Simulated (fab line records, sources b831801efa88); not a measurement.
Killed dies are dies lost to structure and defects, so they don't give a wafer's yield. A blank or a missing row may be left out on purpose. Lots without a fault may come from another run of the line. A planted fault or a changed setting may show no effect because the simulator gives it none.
Which tool did it? | flow gf180mcu | 14 lots, 41 wafers sampled, at 5 steps of a route of 602

WHAT THE GAUGES READ, wafer by wafer
GF_STI_CD_MEAS_12: target cd 220 nm. Usual: cd_nm 220.0 nm, standard deviation 0.99.
lot  | measured    | on        | cd_nm (nm)        | flag
L947 | day 2 01:05 | cd_sem-01 | 220.3 220.8 219.8 |
L950 | day 2 17:07 | cd_sem-02 | 219.5 219.3 219.2 |
L952 | day 3 03:26 | cd_sem-01 | 221.5 221.3 219.9 |
L953 | day 3 08:04 | cd_sem-01 | 219.0 219.9 220.1 |
L955 | day 3 19:35 | cd_sem-02 | 220.2 219.9 220.6 |
L956 | day 4 01:38 | cd_sem-02 | 220.5 220.4 220.5 |
L957 | day 4 04:29 | cd_sem-02 | 219.2 219.1 219.0 |
L958 | day 4 10:31 | cd_sem-01 | 219.8 220.0       |
L959 | day 4 15:17 | cd_sem-01 | 220.2 218.8 220.1 |
L960 | day 4 20:32 | cd_sem-01 | 220.5 220.6 218.7 |
L961 | day 5 01:37 | cd_sem-01 | 218.1 218.1 219.5 |
L962 | day 5 06:28 | cd_sem-02 | 219.6 218.7 219.3 |
L965 | day 5 22:17 | cd_sem-01 | 220.7 220.7 221.2 |
L967 | day 6 09:52 | cd_sem-02 | 220.0 219.7 220.0 |

GF_VT_IMPLANT_RS_MEAS_48: measures by four-point-probe. Usual: LVPWELL_RS 1196.7 ohm/sq, standard deviation 3.
lot  | measured     | on            | LVPWELL_RS (ohm/sq)  | flag
L947 | day 7 12:07  | film_metro-04 | 1193.3 1193.7 1192.5 |
L950 | day 8 09:38  | film_metro-01 | 1199.0 1200.5 1194.3 |
L952 | day 9 00:02  | film_metro-04 | 1198.7 1197.2 1196.6 |
L953 | day 9 04:23  | film_metro-04 | 1198.7 1201.3 1200.7 |
L955 | day 9 22:00  | film_metro-01 | 1191.5 1189.2 1192.3 |
L956 | day 10 02:12 | film_metro-01 | 1197.1 1199.6 1190.1 |
L957 | day 10 08:35 | film_metro-03 | 1196.4 1194.4 1198.7 |
L958 | day 10 15:24 | film_metro-04 | 1196.3 1196.0        |
L959 | day 10 22:33 | film_metro-04 | 1193.6 1192.7 1193.3 |
L960 | day 11 05:53 | film_metro-03 | 1199.9 1197.4 1198.9 |
L961 | day 11 13:44 | film_metro-04 | 1225.2 1225.8 1223.1 | OFF
L962 | day 11 21:07 | film_metro-01 | 1197.7 1198.6 1201.5 |
L965 | day 12 13:52 | film_metro-03 | 1222.7 1221.5 1219.9 | OFF
L967 | day 13 06:31 | film_metro-03 | 1221.9 1218.8 1218.7 | OFF

GF_PSD_CD_MEAS_07: target cd 400 nm. Usual: cd_nm 399.5 nm, standard deviation 2.4.
lot  | measured     | on        | cd_nm (nm)        | flag
L947 | day 14 06:50 | cd_sem-02 | 399.4 399.0 397.8 |
L950 | day 15 05:29 | cd_sem-01 | 401.3 401.9 402.1 |
L952 | day 15 22:38 | cd_sem-01 | 399.4 395.3 396.2 |
L953 | day 16 08:11 | cd_sem-02 | 401.3 401.6 401.8 |
L955 | day 17 06:02 | cd_sem-01 | 402.1 399.8 402.6 |
L956 | day 17 11:39 | cd_sem-01 | 392.8 397.0 399.2 |
L957 | day 17 18:32 | cd_sem-01 | 401.4 403.6 400.1 |
L958 | day 18 03:03 | cd_sem-01 | 398.9 399.1       |
L959 | day 18 14:49 | cd_sem-01 | 397.3 398.8 399.3 |
L960 | day 18 20:09 | cd_sem-01 | 398.2 401.9 400.6 |
L961 | day 19 09:22 | cd_sem-02 | 400.1 398.3 399.7 |
L962 | day 19 17:02 | cd_sem-02 | 401.1 403.8 402.7 |
L965 | day 20 13:21 | cd_sem-02 | 399.0 400.2 398.5 |
L967 | day 21 04:56 | cd_sem-02 | 398.0 398.2 398.5 |

GF_SAB_CD_MEAS_09: target cd 420 nm. Usual: cd_nm 420.3 nm, standard deviation 2.7.
lot  | measured     | on        | cd_nm (nm)        | flag
L947 | day 15 04:57 | cd_sem-01 | 418.5 417.3 415.0 |
L950 | day 16 03:39 | cd_sem-01 | 420.1 422.3 423.1 |
L952 | day 16 22:25 | cd_sem-01 | 417.1 415.9 415.0 |
L953 | day 17 08:03 | cd_sem-02 | 423.7 424.2 421.5 |
L955 | day 18 06:14 | cd_sem-01 | 422.2 419.6 421.8 |
L956 | day 18 11:56 | cd_sem-02 | 422.4 419.3 417.4 |
L957 | day 18 18:32 | cd_sem-01 | 427.4 426.1 423.9 |
L958 | day 19 03:54 | cd_sem-02 | 416.2 415.6       |
L959 | day 19 16:19 | cd_sem-01 | 420.8 419.0 419.6 |
L960 | day 19 20:41 | cd_sem-02 | 419.9 422.5 420.7 |
L961 | day 20 08:53 | cd_sem-02 | 426.2 424.6 422.9 |
L962 | day 20 17:27 | cd_sem-01 | 420.3 418.9 417.8 |
L965 | day 21 14:08 | cd_sem-01 | 417.8 419.3 420.0 |
L967 | day 22 05:17 | cd_sem-01 | 423.2 422.6 422.9 |

WHICH TOOL RAN EACH LOT (tool, then ch and the chambers of the sampled wafers, then the start)
lot  | GF_LVPWELL_IMPLANT_09
L947 | implanter-02 ch 0, day 3 20:08
L950 | implanter-02 ch 0, day 4 14:39
L952 | implanter-04 ch 0, day 5 02:29
L953 | implanter-02 ch 0, day 5 06:44
L955 | implanter-04 ch 0, day 5 19:44
L956 | implanter-04 ch 0, day 6 00:41
L957 | implanter-03 ch 0, day 6 04:44
L958 | implanter-03 ch 0, day 6 10:56
L959 | implanter-02 ch 0, day 6 16:27
L960 | implanter-02 ch 0, day 6 21:35
L961 | implanter-02 ch 0, day 7 04:37
L962 | implanter-04 ch 0, day 7 10:47
L965 | implanter-02 ch 0, day 7 23:38
L967 | implanter-02 ch 0, day 8 14:26
- GF_LVPWELL_IMPLANT_09

WHAT THE TOOLS THEMSELVES READ (means of the sampled wafers that have a number; where no wafer has one, the mark that the record gives instead)
GF_LVPWELL_IMPLANT_09. Usual: dose_ions_cm2 5e+12, standard deviation 5.6e+09; faraday_current_uA 28.2, standard deviation 0.57; tilt_deg -0.002 degrees, standard deviation 0.024.
lot  | tool         | dose_ions_cm2 | faraday_current_uA | tilt_deg (degrees) | flag
L947 | implanter-02 | 5e+12         | 28.3               | 0.020              |
L950 | implanter-02 | 5e+12         | 28.4               | -0.040             |
L952 | implanter-04 | 5e+12         | 27.8               | -0.017             |
L953 | implanter-02 | 5e+12         | 28.0               | -0.033             |
L955 | implanter-04 | 5e+12         | 28.5               | 0.019              |
L956 | implanter-04 | 5e+12         | 28.4               | 0.027              |
L957 | implanter-03 | 5e+12         | 28.3               | -0.000             |
L958 | implanter-03 | 5e+12         | 27.3               | -0.019             |
L959 | implanter-02 | 5e+12         | 28.0               | -0.026             |
L960 | implanter-02 | 5e+12         | 28.6               | 0.021              |
L961 | implanter-02 | 4e+12         | 25.0               | -0.008             | OFF
L962 | implanter-04 | 5e+12         | 28.7               | 0.018              |
L965 | implanter-02 | 4e+12         | 25.4               | -0.001             | OFF
L967 | implanter-02 | 4e+12         | 25.2               | -0.005             | OFF

THE ANSWER, worked out from the rows above alone
Rule: a lot is off if the mean of its wafers that have a number lies more than 3 standard deviations from the usual mean. A lot without any number at a reading at which 4 lots or more have one is off too. The other lots that the step has rows for count as sound. The gauges are gone through in route order, then the tools' own readings, and for those a lot's mean is taken as printed above. The first step at which some lot is off is used, and at that step the reading that is off furthest; a lot without a number counts as furthest.
Off: L961, L965, L967, at GF_VT_IMPLANT_RS_MEAS_48 (LVPWELL_RS).
A tool fits if, at a process step before that reading, it ran every lot that is off, and no sound lot after the first of them. The gauges at GF_VT_IMPLANT_RS_MEAS_48 aren't tried: what is off there is off at GF_LVPWELL_IMPLANT_09 too, on other tools, and a gauge's error can't cause that. One fits: implanter-02 at GF_LVPWELL_IMPLANT_09. Its last sound lot is L960 (day 6 21:35), its first lot that is off L961 (day 7 04:37): a fault that began between those two fits.
The tool's own readings at GF_LVPWELL_IMPLANT_09 bear it out: on the lots that are off they differ by more than 5 times the standard deviation of the sound lots' means. dose_ions_cm2 reads 4e+12 there against 5e+12 on the sound lots; faraday_current_uA reads 25.2 there against 28.2 on the sound lots.

WHAT THE SIMULATOR HAD PUT IN
Process parameter drift: implanter-02, from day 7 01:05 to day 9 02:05, at GF_LVPWELL_IMPLANT_09. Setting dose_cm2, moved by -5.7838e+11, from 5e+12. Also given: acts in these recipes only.
Lots struck among those shown: L961, L965, L967. The rule above found the same.
